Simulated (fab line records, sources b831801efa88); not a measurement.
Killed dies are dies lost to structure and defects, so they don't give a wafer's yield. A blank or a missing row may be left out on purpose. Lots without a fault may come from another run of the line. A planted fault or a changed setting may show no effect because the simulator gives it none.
Which tool did it? | flow gf180mcu | 15 lots, 42 wafers sampled, at 5 steps of a route of 602

WHAT THE GAUGES READ, wafer by wafer
GF_HV_LDD_TW_MEAS_11. Usual: HV_LDD_TW 2386, standard deviation 10.
lot  | measured     | on            | HV_LDD_TW      | flag
L257 | day 10 02:04 | film_metro-04 | 2387 2395 2373 |
L258 | day 10 12:58 | film_metro-04 | 2371 2395 2376 |
L259 | day 10 14:37 | film_metro-04 | 2368 2382 2380 |
L260 | day 11 03:56 | film_metro-03 | 2398 2403 2390 |
L261 | day 11 04:14 | film_metro-04 | 2378 2379 2380 |
L263 | day 12 01:18 | film_metro-02 | 2397 2390      |
L267 | day 13 04:49 | film_metro-02 | 2393 2389      |
L268 | day 13 09:37 | film_metro-02 | 2381 2385      |
L272 | day 14 15:37 | film_metro-02 | 2383 2389 2388 |
L273 | day 14 19:05 | film_metro-02 | 2389 2385 2383 |
L275 | day 15 09:42 | film_metro-04 | 2371 2351 2365 |
L277 | day 15 23:11 | film_metro-04 | 2365 2377 2365 |
L278 | day 16 08:30 | film_metro-02 | 2383 2391 2386 |
L279 | day 16 17:45 | film_metro-03 | 2401 2393 2400 |
L280 | day 17 02:25 | film_metro-02 | 2395 2397 2394 |

GF_HV_LDD_TW_MEAS_23. Usual: HV_LDD_2_TW 1044, standard deviation 5.3.
lot  | measured     | on            | HV_LDD_2_TW    | flag
L257 | day 10 19:58 | film_metro-03 | 1048 1042 1048 |
L258 | day 11 07:21 | film_metro-04 | 1042 1040 1042 |
L259 | day 11 09:15 | film_metro-04 | 1046 1046 1043 |
L260 | day 11 22:50 | film_metro-04 | 1032 1038 1036 |
L261 | day 11 22:51 | film_metro-02 | 1046 1046 1038 |
L263 | day 12 20:34 | film_metro-03 | 1047 963       | OFF
L267 | day 14 01:13 | film_metro-03 | 1049 956       | OFF
L268 | day 14 05:50 | film_metro-04 | 1030 953       | OFF
L272 | day 15 12:50 | film_metro-03 | 1047 1047 1049 |
L273 | day 15 16:07 | film_metro-04 | 1032 1035 1034 |
L275 | day 16 07:47 | film_metro-03 | 1049 1044 1051 |
L277 | day 16 21:02 | film_metro-03 | 1048 1045 1046 |
L278 | day 17 07:47 | film_metro-03 | 1042 1049 1046 |
L279 | day 17 17:07 | film_metro-03 | 1042 1050 1050 |
L280 | day 18 01:46 | film_metro-04 | 1038 1037 1041 |

GF_HV_LDD_OVL_MEAS_47. Usual: HV_LDD_03_OVL 0.4 nm, standard deviation 1.4.
lot  | measured     | on         | HV_LDD_03_OVL (nm) | flag
L257 | day 12 11:31 | overlay-01 | 2.4 2.9 1.8        |
L258 | day 12 20:55 | overlay-02 | -0.5 -0.7 -0.8     |
L259 | day 12 23:29 | overlay-02 | 1.6 0.0 1.0        |
L260 | day 13 14:46 | overlay-01 | 2.9 1.4 2.4        |
L261 | day 13 15:29 | overlay-01 | 2.8 1.2 1.7        |
L263 | day 14 13:37 | overlay-01 | 0.8 0.8            |
L267 | day 15 20:11 | overlay-01 | 0.2 0.4            |
L268 | day 16 00:13 | overlay-01 | 2.0 0.4            |
L272 | day 17 09:58 | overlay-02 | -0.6 -0.2 0.4      |
L273 | day 17 13:16 | overlay-02 | -0.3 -1.0 -1.7     |
L275 | day 18 06:40 | overlay-01 | 0.2 -0.7 1.0       |
L277 | day 18 20:47 | overlay-01 | 0.1 0.6 1.2        |
L278 | day 19 07:37 | overlay-01 | -1.4 0.2 0.2       |
L279 | day 19 17:13 | overlay-02 | 0.8 -0.5 1.2       |
L280 | day 20 03:10 | overlay-01 | -0.4 -0.4 1.0      |

GF_HV_LDD_THK_MEAS_55. Usual: HV_LDD_CVD_54_THK 9.97 nm, standard deviation 0.16.
lot  | measured     | on            | HV_LDD_CVD_54_THK (nm) | flag
L257 | day 12 13:38 | film_metro-03 | 10.24 10.17 10.09      |
L258 | day 12 22:31 | film_metro-02 | 9.91 9.92 9.94         |
L259 | day 13 01:05 | film_metro-02 | 10.12 10.09 10.04      |
L260 | day 13 16:22 | film_metro-04 | 10.19 10.08 10.06      |
L261 | day 13 17:05 | film_metro-03 | 10.14 10.11 9.96       |
L263 | day 14 15:13 | film_metro-04 | 10.15 9.96             |
L267 | day 15 21:48 | film_metro-03 | 9.94 10.00             |
L268 | day 16 01:49 | film_metro-02 | 9.98 9.97              |
L272 | day 17 11:34 | film_metro-02 | 9.85 9.88 10.02        |
L273 | day 17 14:52 | film_metro-04 | 9.84 9.76 9.83         |
L275 | day 18 08:16 | film_metro-04 | 10.04 10.00 9.96       |
L277 | day 18 23:02 | film_metro-02 | 10.01 10.12 10.01      |
L278 | day 19 09:38 | film_metro-04 | 9.72 9.78 9.77         |
L279 | day 19 18:50 | film_metro-02 | 9.77 9.97 9.80         |
L280 | day 20 04:47 | film_metro-02 | 9.87 9.85 9.85         |

WHICH TOOL RAN EACH LOT (tool, then ch and the chambers of the sampled wafers, then the start)
lot  | GF_HV_LDD_IMPLANT_21
L257 | implanter-03 ch 0, day 10 19:44
L258 | implanter-02 ch 0, day 11 07:07
L259 | implanter-02 ch 0, day 11 09:01
L260 | implanter-02 ch 0, day 11 22:35
L261 | implanter-03 ch 0, day 11 22:36
L263 | implanter-02 ch 0, day 12 20:20
L267 | implanter-02 ch 0, day 14 00:59
L268 | implanter-02 ch 0, day 14 05:32
L272 | implanter-03 ch 0, day 15 12:35
L273 | implanter-01 ch 0, day 15 15:52
L275 | implanter-01 ch 0, day 16 07:32
L277 | implanter-03 ch 0, day 16 20:49
L278 | implanter-03 ch 0, day 17 07:32
L279 | implanter-02 ch 0, day 17 16:52
L280 | implanter-02 ch 0, day 18 01:32
- GF_HV_LDD_IMPLANT_21

WHAT THE TOOLS THEMSELVES READ (means of the sampled wafers that have a number; where no wafer has one, the mark that the record gives instead)
GF_HV_LDD_IMPLANT_21. Usual: beam_on_s 9.98 s, standard deviation 0.21; end_station_pressure_torr 5.2e-06 Torr, standard deviation 2.7e-07; faraday_current_uA 282, standard deviation 5.9.
lot  | tool         | beam_on_s (s) | end_station_pressure_torr (Torr) | faraday_current_uA | flag
L257 | implanter-03 | 10.01         | 5.2e-06                          | 282                |
L258 | implanter-02 | 10.07         | 5.3e-06                          | 280                |
L259 | implanter-02 | 10.12         | 4.9e-06                          | 279                |
L260 | implanter-02 | 10.04         | 5.1e-06                          | 280                |
L261 | implanter-03 | 10.07         | 5.1e-06                          | 281                |
L263 | implanter-02 | 9.05          | 5.1e-06                          | 318                | OFF
L267 | implanter-02 | 9.17          | 5.4e-06                          | 316                | OFF
L268 | implanter-02 | 9.08          | 5.2e-06                          | 316                | OFF
L272 | implanter-03 | 10.01         | 5.1e-06                          | 283                |
L273 | implanter-01 | 9.93          | 5.1e-06                          | 284                |
L275 | implanter-01 | 10.11         | 5.5e-06                          | 279                |
L277 | implanter-03 | 10.03         | 5.3e-06                          | 281                |
L278 | implanter-03 | 9.83          | 5.4e-06                          | 286                |
L279 | implanter-02 | 9.89          | 5.2e-06                          | 284                |
L280 | implanter-02 | 9.86          | 5.3e-06                          | 286                |

THE ANSWER, worked out from the rows above alone
Rule: a lot is off if the mean of its wafers that have a number lies more than 3 standard deviations from the usual mean. A lot without any number at a reading at which 4 lots or more have one is off too. The other lots that the step has rows for count as sound. The gauges are gone through in route order, then the tools' own readings, and for those a lot's mean is taken as printed above. The first step at which some lot is off is used, and at that step the reading that is off furthest; a lot without a number counts as furthest.
Off: L263, L267, L268, at GF_HV_LDD_TW_MEAS_23 (HV_LDD_2_TW).
A tool fits if, at a process step before that reading, it ran every lot that is off, and no sound lot after the first of them. The gauges at GF_HV_LDD_TW_MEAS_23 aren't tried: what is off there is off at GF_HV_LDD_IMPLANT_21 too, on other tools, and a gauge's error can't cause that. None of those tried fits.

WHAT THE SIMULATOR HAD PUT IN
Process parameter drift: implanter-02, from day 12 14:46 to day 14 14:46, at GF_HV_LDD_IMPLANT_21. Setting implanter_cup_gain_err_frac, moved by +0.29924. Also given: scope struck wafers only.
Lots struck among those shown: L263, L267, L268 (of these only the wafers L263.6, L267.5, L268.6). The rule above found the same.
